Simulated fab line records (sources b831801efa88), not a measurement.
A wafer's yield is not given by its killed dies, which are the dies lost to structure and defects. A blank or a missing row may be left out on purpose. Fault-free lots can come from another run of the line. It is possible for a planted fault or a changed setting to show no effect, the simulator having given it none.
The tool behind it: which one? ; flow sky130 ; 6 lots with 18 wafers sampled at 3 steps, on a route of 708 steps

## WHAT EACH GAUGE READ, for each wafer
SKY_GATE_OXIDE_TW_MEAS_14.
lot;measured;on;GATE_OXIDE_TW
L983;day 14 08:05;film_metro-01;224.3 224.9 224.2
L987;day 15 11:19;film_metro-01;226.2 225.7 227.4
L991;day 16 22:00;film_metro-02;224.0 224.4 224.1
L996;day 18 20:28;film_metro-02;211.4 211.2 211.2
L998;day 20 04:22;film_metro-01;213.1 212.9 213.3
L105;day 21 23:06;film_metro-01;226.1 225.5 227.6

## WHAT TOOL EACH LOT RAN ON (gives the tool, then ch and the chambers of the sampled wafers, and finally the start)
lot;SKY_VT_ADJUST_HVTR_STRIP_10;SKY_GATE_OXIDE_IMPLANT_11
L983;plasma_asher-03 ch 0,1, day 9 18:51;implanter-04 ch 0, day 14 07:46
L987;plasma_asher-04 ch 0,1, day 10 23:20;implanter-02 ch 0, day 15 10:58
L991;plasma_asher-04 ch 0,1, day 12 00:38;implanter-04 ch 0, day 16 21:39
L996;plasma_asher-04 ch 0,1, day 13 18:56;implanter-04 ch 0, day 18 20:07
L998;plasma_asher-03 ch 1, day 14 23:13;implanter-04 ch 0, day 20 04:01
L105;plasma_asher-01 ch 0,1, day 16 15:46;implanter-01 ch 0, day 21 22:44
- SKY_VT_ADJUST_HVTR_STRIP_10: strips in O2/N2.
- SKY_GATE_OXIDE_IMPLANT_11

## THE ANSWER, worked out from the rows above alone
Rule: usual is defined by the lots themselves. Put in order of their means at a reading, lots are off if they are a third of the lots or fewer, leave a main group of 4 or more, and stand apart from it by a gap of 3 or more times the standard deviation of the main group's means; of several such gaps the widest counts. A main group is skipped when, at the precision printed for the reading in the tables above, its means are all equal. Also off: a lot with no number at a reading for which 4 or more lots have one. Any other lot the step has rows for is counted as sound.
Off: at SKY_GATE_OXIDE_TW_MEAS_14 (GATE_OXIDE_TW), L996, L998. For the main group the mean is 225.4 and the standard deviation 1.1.
A tool fits if, at a process step before that reading, it ran every lot that is off, and no sound lot after the first of them. Gauges at SKY_GATE_OXIDE_TW_MEAS_14: tried the same way as those tools. One fits: SKY_GATE_OXIDE_IMPLANT_11 on implanter-04. A fault onset in the window from L991 (day 16 21:39, its last sound lot) to L996 (day 18 20:07, its first lot off) fits.

## WHAT THE SIMULATOR HAD INSERTED
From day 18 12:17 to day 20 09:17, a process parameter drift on implanter-04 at SKY_GATE_OXIDE_IMPLANT_11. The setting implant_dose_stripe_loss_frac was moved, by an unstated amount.
Struck lots among those shown: L996, L998. Same finding as the rule above.
